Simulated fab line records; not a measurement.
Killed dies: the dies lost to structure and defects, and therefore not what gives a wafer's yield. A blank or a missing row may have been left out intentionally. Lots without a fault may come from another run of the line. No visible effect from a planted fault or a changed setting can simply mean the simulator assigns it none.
One fault through the eyes of 2 desks || flow gf180mcu || every desk sees just its own numbers, and what lay behind them comes last

TOOL OWNER'S DESK, implanter-04
GF_VT_IMPLANT_IMPLANT_41, tool's own readings: per-lot mean of the sampled wafers with a number, covering each lot this tool ran. Marked OUT: a lot whose mean sits more than 4 standard deviations from the usual mean, which makes it out of limits; the brackets give that distance.
Columns: A = dose_ions_cm2 at GF_VT_IMPLANT_IMPLANT_41, usual 1.0131e+12; B = tilt_deg at GF_VT_IMPLANT_IMPLANT_41, usual 7.000 degrees
{"lot": "L872", "first seen here": "day 7 21:43", "A": 1.0126e+12, "B": 7.003}
{"lot": "L875", "first seen here": "day 8 11:22", "A": 1.0141e+12, "B": 7.009}
{"lot": "L877", "first seen here": "day 9 03:41", "A": 1.0132e+12, "B": 6.997}
{"lot": "L879", "first seen here": "day 9 15:50", "A": 1.0132e+12, "B": 7.007}
{"lot": "L889", "first seen here": "day 12 22:27", "A": 1.0137e+12, "B": "-0.008 (-99 or more) OUT"}
{"lot": "L891", "first seen here": "day 13 10:11", "A": 1.0129e+12, "B": "-0.011 (-99 or more) OUT"}
This desk finds L889, L891 out of limits, L889 being first, at day 12 22:27 (tilt_deg at GF_VT_IMPLANT_IMPLANT_41). In limits: L872, L875, L877, L879.

AT THE METROLOGY DESK
Means of the sampled wafers that have a number, per lot and without regard to the tool the lot ran on: this is what the gauges read. Marked OUT: a lot whose mean sits more than 4 standard deviations from the usual mean, which makes it out of limits; the brackets give that distance.
Columns: A = VT_IMPLANT_4_TW at GF_VT_IMPLANT_TW_MEAS_43, usual 694; B = NWELL_RS at GF_VT_IMPLANT_RS_MEAS_47, usual 484.2 ohm/sq; C = DUAL_GATE_OVL at GF_DUAL_GATE_OVL_MEAS_11, usual -0.5 nm
{"lot": "L872", "first seen here": "day 7 21:57", "A": 698, "B": 484.6, "C": -0.6}
{"lot": "L873", "first seen here": "day 8 02:02", "A": 697, "B": 483.1, "C": -1.7}
{"lot": "L875", "first seen here": "day 8 11:35", "A": 695, "B": 486.0, "C": -1.7}
{"lot": "L877", "first seen here": "day 9 03:56", "A": 690, "B": 486.2, "C": -1.3}
{"lot": "L878", "first seen here": "day 9 08:46", "A": 691, "B": 484.6, "C": -0.6}
{"lot": "L879", "first seen here": "day 9 16:05", "A": 691, "B": 482.4, "C": -0.2}
{"lot": "L880", "first seen here": "day 10 01:38", "A": 694, "B": 483.3, "C": -0.9}
{"lot": "L881", "first seen here": "day 10 09:17", "A": 700, "B": 485.4, "C": -0.1}
{"lot": "L882", "first seen here": "day 10 15:50", "A": 694, "B": 485.7, "C": 1.1}
{"lot": "L884", "first seen here": "day 11 10:49", "A": 696, "B": 483.0, "C": -4.0}
{"lot": "L889", "first seen here": "day 12 22:41", "A": "617 (-22) OUT", "B": 483.1, "C": 1.8}
{"lot": "L891", "first seen here": "day 13 10:26", "A": "622 (-21) OUT", "B": 483.0, "C": -0.7}
{"lot": "L892", "first seen here": "day 13 13:37", "A": 692, "B": 486.3, "C": -2.0}
{"lot": "L894", "first seen here": "day 13 23:35", "A": 697, "B": 482.3, "C": -1.8}
This desk's finding: out of limits on L889, L891; first on L889, day 12 22:41 (VT_IMPLANT_4_TW at GF_VT_IMPLANT_TW_MEAS_43). In limits: L872, L873, L875, L877, L878, L879, L880, L881, L882, L884, L892, L894.

TAKEN TOGETHER
On L889, L891, at day 12 22:27, an alarm was possible from the tool owner's desk.
Metrology desk: alarm possible at day 12 22:41 on L889, L891.
All the named lots went through GF_VT_IMPLANT_IMPLANT_41 on implanter-04.

WHAT HAD BEEN PUT IN BY THE SIMULATOR
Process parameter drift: implanter-04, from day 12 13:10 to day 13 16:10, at GF_VT_IMPLANT_IMPLANT_41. From 7, the setting tilt_deg moved by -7. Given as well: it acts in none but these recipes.
Struck lots among those shown: L889, L891.
Fault start to first reading out of limits, in hours, per desk: tool owner, 9; metrology, 10.
